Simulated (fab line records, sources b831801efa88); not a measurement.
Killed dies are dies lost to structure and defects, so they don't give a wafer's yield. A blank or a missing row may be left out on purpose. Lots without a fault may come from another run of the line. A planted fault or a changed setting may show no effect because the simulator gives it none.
fab line records | flow sky130
record lots=13 wafers=39 last_day=50
route steps=708 shown FIELD_ISO@5 VT_ADJUST_LVTN@112
lots that met no fault: from a run of the same line without faults
start_h: hours from the record's first day to the start of the lot's first wafer shown | wait_h: hours since the lot's step before | " the same as in the row above | L1.1+2: a row that stands for several wafers | - no value, or no start given | * or withheld: withheld | < > ~ a bound
route shown NAME@n: a module of which the file shows steps, and the number in the route of the first | usual: mean/standard deviation of fault-free wafers | same: alike in all rows | chamber/n: place in a boat | sites: the reading at each site | _std_site: their standard deviation | _edge_site: outer sites' mean less inner sites' | radius_mm: how far each site lies from the wafer's centre | mask NAME#n: copy n | behind: the tool/chamber that last shaped the wafer | hold: why the lot was held/for how many hours/how that ended | device: the transistor (n, p or np) that didn't switch | end of line: the same wafers' tests at the end of the route | a step without rows: its recipe alone | killed: dies lost to structure and defects at the first sort, not the wafer's yield | map: a wafer's dies, x killed, . not, _ none there
set.NAME: the setting as run; set.NAME@STEP: as run at that earlier step | model.NAME: the simulator's own value behind a step, which no gauge read
steps of the route over a sample of lots; a table a step, a row a wafer
services: from which hour (start_h, from the record's first day; less than 0 if before it) a tool's chamber was out of use, for how many hours, and why
## steps
# step SKY_FIELD_ISO_THK_MEAS_04
# recipe reads=Si3N4_of_FIELD_ISO_CVD_03
# usual FIELD_ISO_CVD_03_THK=164.8/1.6
# columns lot.wafer tool chamber start_h wait_h FIELD_ISO_CVD_03_THK[nm]
L820.1 film_metro-01 - 15.23 0.0 164.8
L820.5 " - " " 164.3
L820.6 " - " " 165.6
L821.1 film_metro-01 - 19.43 0.0 164.3
L821.2 " - " " 165.8
L821.5 " - " " 165.7
L822.1 film_metro-01 - 24.83 0.0 166.1
L822.2 " - " " 163.9
L822.4 " - " " 164.6
L824.3 film_metro-02 - 33.81 0.0 162.6
L824.4 " - " " 161.3
L824.6 " - " " 163.6
L828.3 film_metro-01 - 53.50 0.0 165.4
L828.4 " - " " 165.3
L828.5 " - " " 165.7
L833.2 film_metro-02 - 80.11 0.0 167.6
L833.5 " - " " 167.6
L833.6 " - " " 166.9
L835.2 film_metro-03 - 88.88 0.0 165.2
L835.3 " - " " 165.2
L835.5 " - " " 167.5
L836.3 film_metro-03 - 94.98 0.0 166.2
L836.4 " - " " 167.4
L836.6 " - " " 167.0
L837.1 film_metro-02 - 101.10 0.0 164.9
L837.3 " - " " 163.2
L837.4 " - " " 164.0
L839.1 film_metro-01 - 108.80 0.0 163.8
L839.2 " - " " 162.9
L839.3 " - " " 162.9
L840.2 film_metro-02 - 116.11 0.0 164.5
L840.4 " - " " 165.9
L840.6 " - " " 165.9
L841.2 film_metro-03 - 118.65 0.0 164.5
L841.3 " - " " 163.3
L841.5 " - " " 163.0
L842.2 film_metro-03 - 129.42 0.0 164.3
L842.3 " - " " 163.1
L842.5 " - " " 164.4
# step SKY_FIELD_ISO_CD_MEAS_13
# recipe target_cd_nm=150
# usual cd_nm=150.3/1.5
# columns lot.wafer tool chamber start_h wait_h cd_nm
L820.1 cd_sem-02 - 28.92 - 152.1
L820.5 " - " " 151.7
L820.6 " - " " 150.4
L821.1 cd_sem-01 - 33.66 - 149.9
L821.2 " - " " 149.7
L821.5 " - " " 149.1
L822.1 cd_sem-01 - 39.85 - 151.7
L822.2 " - " " 150.5
L822.4 " - " " 151.0
L824.3 cd_sem-02 - 48.86 - 147.5
L824.4 " - " " 150.5
L824.6 " - " " 149.4
L828.3 cd_sem-02 - 69.29 - 148.9
L828.4 " - " " 150.4
L828.5 " - " " 149.1
L833.2 cd_sem-01 - 97.87 - 153.7
L833.5 " - " " 152.2
L833.6 " - " " 152.7
L835.2 cd_sem-02 - 105.77 - 151.6
L835.3 " - " " 149.9
L835.5 " - " " 152.6
L836.3 cd_sem-01 - 111.50 - 152.4
L836.4 " - " " 154.2
L836.6 " - " " 151.6
L837.1 cd_sem-02 - 119.26 - 149.0
L837.3 " - " " 151.1
L837.4 " - " " 148.8
L839.1 cd_sem-02 - 127.15 - 148.3
L839.2 " - " " 148.6
L839.3 " - " " 147.5
L840.2 cd_sem-02 - 134.28 - 150.5
L840.4 " - " " 150.3
L840.6 " - " " 149.9
L841.2 cd_sem-01 - 136.87 - 151.2
L841.3 " - " " 150.4
L841.5 " - " " 150.9
L842.2 cd_sem-01 - 147.18 - 152.1
L842.3 " - " " 151.0
L842.5 " - " " 150.8
# step SKY_FIELD_ISO_ETCH_15
# recipe chemistry=CHF3/O2 target_depth_nm=180 stop_on=Si source_w=600 bias_w=200 pressure_mtorr=40 chf3_flow_sccm=50 O2_flow_sccm=5 time_s=72
# usual drypump_motor_current_A=5.7/0.32 oes_product_au=0.945/0.0075 throttle_valve_pct=8.845/0.0099
# columns lot.wafer tool chamber start_h wait_h drypump_motor_current_A oes_product_au rf_hours_counter_h throttle_valve_pct
L820.1 rie_diel-04 2 29.08 0.0 6.2 0.946 32 8.847
L820.5 " 1 " " 5.8 0.945 - 8.844
L820.6 " 2 " " 6.1 0.951 - 8.833
L821.1 rie_diel-02 2 33.82 0.0 5.7 0.945 2 8.862
L821.2 " 1 " " 5.6 0.945 22 8.841
L821.5 " 0 " " 5.1 0.943 - 8.820
L822.1 rie_diel-02 1 40.02 0.0 5.6 0.955 22 8.850
L822.2 " 0 " " 5.1 0.932 47 8.854
L822.4 " 3 " " 5.8 0.938 25 8.837
L824.3 rie_diel-04 1 48.98 0.0 5.8 0.932 110 8.844
L824.4 " 3 " " 5.8 0.935 - 8.845
L824.6 " 0 " " 5.4 0.933 - 8.853
L828.3 rie_diel-04 3 69.42 0.0 5.8 0.946 4 8.849
L828.4 " 0 " " 5.4 0.934 80 8.846
L828.5 " 1 " " 5.8 0.949 - 8.847
L833.2 rie_diel-02 3 98.02 0.0 5.8 0.961 26 8.866
L833.5 " 3 " " 5.8 0.955 - 8.826
L833.6 " 2 " " 5.7 0.950 - 8.846
L835.2 rie_diel-03 2 105.94 0.0 6.4 0.945 69 8.830
L835.3 " 0 " " 5.7 0.944 - 8.839
L835.5 " 2 " " 6.4 0.956 - 8.833
L836.3 rie_diel-02 0 111.63 0.0 5.1 0.954 49 8.844
L836.4 " 2 " " 5.7 0.950 4 8.854
L836.6 " 3 " " 5.8 0.951 - 8.843
L837.1 rie_diel-03 0 119.43 0.0 5.7 0.948 101 8.846
L837.3 " 1 " " 5.6 0.932 21 8.862
L837.4 " 2 " " 6.4 0.935 69 8.849
L839.1 rie_diel-02 0 127.31 0.0 5.1 0.939 49 8.833
L839.2 " 1 " " 5.7 0.944 24 8.832
L839.3 " 3 " " 5.9 0.944 27 8.833
L840.2 rie_diel-04 1 134.43 0.0 5.9 0.939 111 8.837
L840.4 " 3 " " 5.8 0.951 5 8.840
L840.6 " 2 " " 6.2 0.949 - 8.839
L841.2 rie_diel-03 3 137.02 0.0 5.4 0.951 6 8.864
L841.3 " 0 " " 5.6 0.936 101 8.836
L841.5 " 3 " " 5.4 0.943 - 8.837
L842.2 rie_diel-03 0 147.33 0.0 5.7 0.937 101 8.844
L842.3 " 2 " " 6.3 0.946 69 8.840
L842.5 " 1 " " 5.6 0.946 - 8.841
# step SKY_VT_ADJUST_LVTN_EXPOSE_15
# recipe mask_id=HVN_STD_DERIVED na=0.6 source_shape=conventional sigma_outer=0.6 polarization=unpolarized target_cd_nm=600 dose_mj=163
# columns lot.wafer tool chamber start_h wait_h mask
L820.1+5+6 iline_stepper-02 0 145.96 - HVN_STD_DERIVED#0
L821.1+2+5 iline_stepper-01 0 152.23 - HVN_STD_DERIVED#0
L822.1+2+4 iline_stepper-01 0 165.50 - HVN_STD_DERIVED#0
L824.3+4+6 iline_stepper-02 0 173.52 - HVTPM#0
L828.3+4+5 iline_stepper-02 0 201.13 - HVN_STD_DERIVED#0
L833.2+5+6 iline_stepper-01 0 240.57 - HVN_STD_DERIVED#0
L835.2+3+5 iline_stepper-02 0 250.95 - HVN_STD_DERIVED#0
L836.3+4+6 iline_stepper-01 0 259.72 - HVN_STD_DERIVED#0
L837.1+3+4 iline_stepper-01 0 280.65 - HVN_STD_DERIVED#0
L839.1+2+3 iline_stepper-01 0 284.45 - HVN_STD_DERIVED#0
L841.2+3+5 iline_stepper-01 0 290.78 - HVN_STD_DERIVED#0
L840.2+4+6 iline_stepper-02 0 291.05 - HVN_STD_DERIVED#0
L842.2+3+5 iline_stepper-01 0 302.10 - HVN_STD_DERIVED#0
# step SKY_VT_ADJUST_LVTN_OVL_MEAS_18
# usual VT_ADJUST_LVTN_01_OVL=-0.1/1.2
# columns lot.wafer tool chamber start_h wait_h VT_ADJUST_LVTN_01_OVL[nm]
L820.1 overlay-01 - 156.05 0.1 -1.4
L820.5 " - " " 1.7
L820.6 " - " " 1.3
L821.1 overlay-02 - 161.75 0.1 -0.3
L821.2 " - " " 0.1
L821.5 " - " " 0.9
L822.1 overlay-02 - 175.40 0.1 -1.0
L822.2 " - " " -0.6
L822.4 " - " " 0.0
L824.3 overlay-02 - 183.16 0.1 -
L824.4 " - " " -
L824.6 " - " " -
L828.3 overlay-01 - 211.81 0.1 0.7
L828.4 " - " " -1.7
L828.5 " - " " 0.4
L833.2 overlay-02 - 251.76 0.1 4.3
L833.5 " - " " 0.1
L833.6 " - " " 0.4
L835.2 overlay-02 - 261.91 0.1 -1.1
L835.3 " - " " 0.2
L835.5 " - " " -0.3
L836.3 overlay-02 - 271.37 0.1 -1.0
L836.4 " - " " -2.2
L836.6 " - " " -1.7
L837.1 overlay-01 - 293.05 0.1 0.5
L837.3 " - " " 0.7
L837.4 " - " " 1.1
L839.1 overlay-02 - 297.20 0.1 -1.1
L839.2 " - " " -0.8
L839.3 " - " " -0.4
L841.2 overlay-02 - 303.21 0.1 0.4
L841.3 " - " " -2.1
L841.5 " - " " -1.0
L840.2 overlay-01 - 303.51 0.1 -1.3
L840.4 " - " " -2.0
L840.6 " - " " -2.9
L842.2 overlay-01 - 314.31 0.1 0.2
L842.3 " - " " 1.1
L842.5 " - " " -0.7
# step SKY_VT_ADJUST_LVTN_TW_MEAS_21
# usual VT_ADJUST_LVTN_2_TW=188.9/1.5
# columns lot.wafer tool chamber start_h wait_h VT_ADJUST_LVTN_2_TW
L820.1 film_metro-02 - 156.34 0.1 187.9
L820.5 " - " " 187.9
L820.6 " - " " 187.3
L821.1 film_metro-03 - 162.04 0.1 189.8
L821.2 " - " " 189.5
L821.5 " - " " 189.5
L822.1 film_metro-03 - 175.69 0.1 190.9
L822.2 " - " " 192.0
L822.4 " - " " 191.5
L824.3 film_metro-04 - 183.61 0.1 30.2
L824.4 " - " " 30.1
L824.6 " - " " 30.2
L828.3 film_metro-03 - 212.11 0.1 190.7
L828.4 " - " " 190.4
L828.5 " - " " 191.1
L833.2 film_metro-03 - 252.05 0.1 189.6
L833.5 " - " " 190.1
L833.6 " - " " 189.6
L835.2 film_metro-04 - 262.20 0.1 190.3
L835.3 " - " " 188.9
L835.5 " - " " 189.5
L836.3 film_metro-02 - 271.66 0.1 187.6
L836.4 " - " " 187.1
L836.6 " - " " 187.0
L837.1 film_metro-02 - 293.34 0.1 187.8
L837.3 " - " " 188.1
L837.4 " - " " 187.6
L839.1 film_metro-02 - 297.49 0.1 187.2
L839.2 " - " " 188.4
L839.3 " - " " 187.2
L841.2 film_metro-03 - 303.50 0.1 189.6
L841.3 " - " " 190.7
L841.5 " - " " 190.3
L840.2 film_metro-03 - 303.80 0.1 190.5
L840.4 " - " " 189.9
L840.6 " - " " 190.4
L842.2 film_metro-04 - 314.60 0.1 188.2
L842.3 " - " " 188.9
L842.5 " - " " 188.4
## services
# columns tool chamber start_h hours kind
rie_diel-02 - 15.09 14.6 pm
iline_stepper-02 - 16.20 2.1 pm
rie_diel-04 1 45.42 1.8 repair
rie_diel-04 2 47.35 7.7 repair
rie_diel-04 1 55.99 6.1 repair
rie_diel-02 0 68.68 4.7 repair
rie_diel-02 - 70.21 0.3 repair
rie_diel-03 3 93.81 22.9 repair
rie_diel-03 0 96.97 3.1 repair
rie_diel-04 - 103.95 0.7 repair
rie_diel-03 1 105.47 1.3 repair
rie_diel-03 - 116.00 0.1 repair
rie_diel-02 2 118.00 15.4 repair
iline_stepper-02 - 126.94 1.7 pm
rie_diel-02 - 141.85 2.8 pm
iline_stepper-01 - 153.73 1.7 pm
rie_diel-03 0 158.93 1.6 repair
iline_stepper-01 - 168.20 5.2 repair
iline_stepper-01 - 180.88 3.0 repair
rie_diel-03 3 199.61 5.0 repair
iline_stepper-01 - 212.50 7.9 repair
rie_diel-03 - 254.41 2.8 pm
rie_diel-02 1 290.29 6.0 repair
rie_diel-04 - 298.08 0.2 repair
## key
first_sign step=SKY_VT_ADJUST_LVTN_EXPOSE_15 reading=mask direction=changed
effect step=SKY_VT_ADJUST_LVTN_OVL_MEAS_18 reading=VT_ADJUST_LVTN_01_OVL direction=missing
effect step=SKY_VT_ADJUST_LVTN_TW_MEAS_21 reading=VT_ADJUST_LVTN_2_TW direction=down sigmas=99+ usual=188.9 struck=30.2
met_at SKY_VT_ADJUST_LVTN_EXPOSE_15
struck_lots L824
sort_left_out L824.3,L824.4,L824.6
tester_left_out L824
not_acting_at SKY_FIELD_ISO_THK_MEAS_04,SKY_FIELD_ISO_CD_MEAS_13,SKY_FIELD_ISO_ETCH_15
onset_between 145.96 173.52
fault kind=wrong_mask tool=any chamber=- onset_h=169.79 steps=SKY_VT_ADJUST_LVTN_EXPOSE_15 aux_copy=HVTPM#0 scope=struck_lots_only
# tester_left_out: of these lots the tester's yield and bins aren't shown, on N5 and GAA mostly nor the transistor test; their killed dies are dies lost to structure and defects alone, not to doping, threshold or leakage, so they don't give the yield
# sort_left_out: the simulated sort isn't trusted on such a fault, so these wafers' sort isn't shown, and their yield isn't known
